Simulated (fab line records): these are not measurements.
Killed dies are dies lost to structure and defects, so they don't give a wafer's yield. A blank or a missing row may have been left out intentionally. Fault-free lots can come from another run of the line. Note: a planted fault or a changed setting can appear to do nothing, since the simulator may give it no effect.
Which of the tools did it? -- flow sky130 -- 12 lots, 36 wafers sampled, at 4 steps of a route of 708

WHAT THE GAUGES READ, wafer by wafer
SKY_PASSIVATION_THK_MEAS_01.
lot,measured,on,PASSIVATION_CVD_00_THK (nm)
L927,day 43 13:46,film metro-04,88.5 88.0 89.5
L928,day 44 04:58,film metro-01,90.1 90.5 91.7
L929,day 44 17:07,film metro-03,89.0 88.2 89.5
L930,day 44 20:49,film metro-01,89.2 90.0 88.8
L938,day 46 19:28,film metro-04,88.8 88.1 89.4
L940,day 47 09:04,film metro-04,88.1 87.4 87.6
L942,day 48 00:04,film metro-03,88.4 89.6 88.8
L943,day 48 02:22,film metro-01,89.5 88.6 88.8
L947,day 48 23:58,film metro-04,88.3 88.9 90.0
L948,day 49 03:07,film metro-03,88.3 88.3 90.1
L949,day 49 06:20,film metro-01,88.3 88.8 89.9
L950,day 49 21:20,film metro-01,89.6 90.9 90.6

EACH LOT AND THE TOOL THAT RAN IT (in order: tool; ch and the chambers of the sampled wafers; start)
lot,SKY_VIA1_CMP_24,SKY_VIA3_STRIP_16,SKY_METAL4_SPUTTER_01
L927,"cmp-02 ch 1,2,3, day 33 15:26","plasma asher-01 ch 0,1, day 39 08:37","pvd sputter-01, day 39 09:54"
L928,"cmp-01 ch 1,3, day 34 08:43","plasma asher-03 ch 0,1, day 39 23:40","pvd sputter-01, day 40 00:57"
L929,"cmp-02 ch 0,1,3, day 34 21:28","plasma asher-03 ch 0,1, day 40 14:16","pvd sputter-02, day 40 15:33"
L930,"cmp-01 ch 0,1,3, day 35 06:12","plasma asher-01 ch 0,1, day 40 18:44","pvd sputter-02, day 40 20:08"
L938,"cmp-01 ch 1,2,3, day 37 14:59","plasma asher-04 ch 0,1, day 42 23:40","pvd sputter-02, day 43 00:59"
L940,"cmp-01 ch 0,1,2, day 38 06:19","plasma asher-03 ch 0,1, day 43 13:37","pvd sputter-01, day 43 14:56"
L942,"cmp-02 ch 1,2, day 39 02:14","plasma asher-03 ch 0,1, day 44 06:32","pvd sputter-02, day 44 07:49"
L943,"cmp-02 ch 0,2,3, day 39 05:05","plasma asher-01 ch 0,1, day 44 09:58","pvd sputter-04, day 44 12:00"
L947,"cmp-01 ch 0,1, day 40 09:10","plasma asher-01 ch 0,1, day 45 11:53","pvd sputter-04, day 45 13:10"
L948,"cmp-02 ch 1,2,3, day 40 13:52","plasma asher-04 ch 0,1, day 45 14:08","pvd sputter-02, day 45 15:25"
L949,"cmp-02 ch 0,2,3, day 40 17:34","plasma asher-01 ch 0,1, day 45 17:40","pvd sputter-04, day 45 19:00"
L950,"cmp-02 ch 0,1,3, day 41 15:05","plasma asher-01 ch 0,1, day 46 13:07","pvd sputter-04, day 46 14:24"
- SKY_VIA1_CMP_24: polishes, stops on SiO2, t overpolish 15 s, target thk 0 nm.
- SKY_VIA3_STRIP_16: strips in O2/N2.
- SKY_METAL4_SPUTTER_01: material TiN, target thk 20 nm, time 16.7 s.

AS READ BY THE TOOLS THEMSELVES (means over the sampled wafers that have a number; for cases with no such wafer, the mark the record gives instead)
SKY_VIA1_CMP_24.
lot,tool,motor current A (A),overpolish run s (s),time to endpoint s (s)
L927,cmp-02,12.0,14.994,65.5
L928,cmp-01,11.9,15.003,66.2
L929,cmp-02,10.9,15.002,63.8
L930,cmp-01,11.3,14.992,64.8
L938,cmp-01,11.4,14.995,66.5
L940,cmp-01,11.1,15.001,68.4
L942,cmp-02,11.8,14.998,63.6
L943,cmp-02,10.6,15.009,64.5
L947,cmp-01,11.8,14.996,67.5
L948,cmp-02,11.6,15.003,68.0
L949,cmp-02,11.0,15.002,68.7
L950,cmp-02,11.1,15.000,65.3

SKY_VIA3_STRIP_16.
lot,tool,drypump motor current A (A),n2 flow sccm (sccm),oes product au (a.u.),strip time to endpoint s (s)
L927,plasma asher-01,6.0,299.7,0.400,4.116
L928,plasma asher-03,5.4,300.1,0.400,4.129
L929,plasma asher-03,5.5,299.4,0.399,4.137
L930,plasma asher-01,6.0,299.9,0.403,4.146
L938,plasma asher-04,5.2,299.7,0.406,4.134
L940,plasma asher-03,5.5,300.9,0.404,4.122
L942,plasma asher-03,5.5,299.9,0.403,4.153
L943,plasma asher-01,6.0,300.4,0.403,4.118
L947,plasma asher-01,6.0,299.9,0.400,4.097
L948,plasma asher-04,5.3,300.1,0.403,4.115
L949,plasma asher-01,6.0,300.1,0.400,4.115
L950,plasma asher-01,6.0,299.5,0.399,4.076

SKY_METAL4_SPUTTER_01.
lot,tool,throttle valve pct (%)
L927,pvd sputter-01,29.9
L928,pvd sputter-01,29.7
L929,pvd sputter-02,28.8
L930,pvd sputter-02,29.2
L938,pvd sputter-02,29.7
L940,pvd sputter-01,29.8
L942,pvd sputter-02,30.5
L943,pvd sputter-04,29.8
L947,pvd sputter-04,29.7
L948,pvd sputter-02,31.0
L949,pvd sputter-04,30.3
L950,pvd sputter-04,30.0

THE ANSWER, worked out from the rows above alone
Rule: the usual values come from the lots themselves. The widest of any qualifying gaps counts: lots, ordered by their means at a reading, are off when they make up no more than a third of the lots, leave a main group of 4 or more, and stand apart from it by 3 or more times the standard deviation of that group's means. A main group whose means are all the same, to the digits that the tables above print for the reading, isn't used. Also off: a lot with no number at a reading for which 4 or more lots have one. All remaining lots with rows at the step are treated as sound. After the gauges, taken in route order, come the tools' own readings; for these a lot's mean is taken, as printed above. The first step at which some lot is off is used, and at that step the reading that is off furthest; a lot without a number counts as furthest.
Nothing can be told from this: no lot is off at any reading shown.

WHAT THE SIMULATOR HAD INSERTED
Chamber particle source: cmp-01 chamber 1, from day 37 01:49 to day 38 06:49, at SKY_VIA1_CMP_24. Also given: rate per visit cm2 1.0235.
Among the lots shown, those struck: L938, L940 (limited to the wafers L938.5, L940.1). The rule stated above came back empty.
